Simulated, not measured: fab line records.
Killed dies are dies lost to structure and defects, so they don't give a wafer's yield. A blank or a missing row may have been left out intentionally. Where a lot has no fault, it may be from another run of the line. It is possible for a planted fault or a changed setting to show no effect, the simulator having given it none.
What tool caused it?	flow gf180mcu	6 lots with 18 wafers sampled at 4 steps, on a route of 602 steps

## WHAT THE GAUGES READ, wafer by wafer
GF_VT_IMPLANT_RS_MEAS_48: measurement is done with a four-point probe.
lot	measured	on	LVPWELL_RS (ohm/sq)
L268	day 7 22:35	film metro-04	1195.2 1195.7 1198.6
L270	day 8 13:38	film metro-04	1200.4 1200.9 1202.1
L273	day 9 02:56	film metro-04	1200.8 1201.1 1202.1
L275	day 9 17:21	film metro-03	1192.4 1194.9 1189.1
L284	day 12 06:50	film metro-03	1196.1 1198.4 1195.6
L288	day 13 07:47	film metro-01	1196.4 1198.3 1195.0

## EACH LOT AND THE TOOL THAT RAN IT (in order: tool; ch and the chambers of the sampled wafers; start)
lot	GF_NWELL_STRIP_10	GF_LVPWELL_STRIP_10	GF_VT_IMPLANT_EXPOSE_26
L268	plasma asher-01 ch 0,1, day 3 15:42	plasma asher-04 ch 0,1, day 4 04:50	iline stepper-01 ch 0, day 6 22:52
L270	plasma asher-02 ch 0,1, day 4 04:46	plasma asher-02 ch 0,1, day 4 18:07	iline stepper-02 ch 0, day 7 13:00
L273	plasma asher-02 ch 1, day 4 17:03	plasma asher-04 ch 0,1, day 5 07:17	iline stepper-02 ch 0, day 8 03:08
L275	plasma asher-01 ch 0, day 5 03:08	plasma asher-04 ch 0,1, day 5 17:23	iline stepper-02 ch 0, day 8 16:37
L284	plasma asher-02 ch 0, day 7 04:53	plasma asher-03 ch 1, day 7 20:47	iline stepper-01 ch 0, day 11 02:21
L288	plasma asher-02 ch 0,1, day 8 01:59	plasma asher-04 ch 0,1, day 8 18:43	iline stepper-01 ch 0, day 12 02:47
- GF_NWELL_STRIP_10: strips in O2/N2.
- GF_LVPWELL_STRIP_10: strips in O2/N2.
- GF_VT_IMPLANT_EXPOSE_26: exposes mask LVPWELL HV AREA, target cd 860 nm.

## THE ANSWER, worked out from the rows above alone
Rule: the usual values come from the lots themselves. The widest of any qualifying gaps counts: lots, ordered by their means at a reading, are off when they make up no more than a third of the lots, leave a main group of 4 or more, and stand apart from it by 3 or more times the standard deviation of that group's means. The tables above print the reading to a certain number of digits; a main group whose means all agree to those digits is not used. Also off: a lot with no number at a reading for which 4 or more lots have one. Where the step has rows for the other lots, those lots are counted as sound.
Nothing can be told from this: no lot is off at any reading shown.

## WHAT WAS PUT IN BY THE SIMULATOR
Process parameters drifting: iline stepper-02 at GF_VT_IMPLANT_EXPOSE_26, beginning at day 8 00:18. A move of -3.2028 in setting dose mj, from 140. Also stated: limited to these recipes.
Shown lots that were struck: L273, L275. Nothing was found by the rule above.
